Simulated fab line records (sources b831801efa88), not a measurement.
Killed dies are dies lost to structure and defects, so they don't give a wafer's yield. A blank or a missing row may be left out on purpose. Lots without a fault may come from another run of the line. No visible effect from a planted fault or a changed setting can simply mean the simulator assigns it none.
Chamber matching	flow sky130	3 sister chambers for SKY_CAP2M_CVD_00 on pecvd-03
The step deposits SiO2, target thk 15.5 nm. 6 wafers are shown with their chamber, then 12 later ones without.

== WAFERS, EACH WITH ITS CHAMBER ==
wafer	chamber	susceptor temp C (C)	heater power w (W)
L085.4	0	400.11	704
L085.5	2	399.67	716
L088.1	2	399.74	767
L092.1	1	400.05	642
L092.2	0	399.98	814
L092.5	1	400.12	635

== WAFERS MISSING THEIR CHAMBER ==
wafer	susceptor temp C (C)	heater power w (W)
L093.2	399.69	764
L093.3	400.07	749
L093.6	399.85	733
L095.2	399.95	790
L095.3	399.78	772
L095.6	400.17	780
L096.1	400.40	765
L096.3	399.92	729
L096.6	400.04	762
L097.2	399.78	728
L097.3	399.37	702
L097.4	400.01	676

== CHAMBER TAKEN BY EACH ==
wafer	from the rows above	in truth
L093.2	2	2
L093.3	can't be placed: 0 or 1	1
L093.6	can't be placed: 2 or 0 or 1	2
L095.2	0	0
L095.3	2	2
L095.6	can't be placed: 0 or 1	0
L096.1	can't be placed: 0 or 1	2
L096.3	can't be placed: 0 or 1 or 2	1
L096.6	0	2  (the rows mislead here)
L097.2	2	2
L097.3	2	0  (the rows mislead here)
L097.4	can't be placed: 1 or 0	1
4 of 12 placed correctly. From these rows, 6 cannot be placed; in 5 the true chamber is one of the candidates. Number placed wrongly: 2.
How it was worked out, from the rows above alone: a wafer's distance from a chamber is the root of the sum, over the readings, of the square of ((its reading less the chamber's mean) divided by the reading's scatter). The wafer belongs to the nearest chamber; if the next one is less than 2 further off, it can't be placed. Each chamber's mean is taken over the wafers shown for it. The scatter: the root of (the sum of the squares of (reading less its chamber's mean) over the shown wafers, divided by (wafers less chambers)).
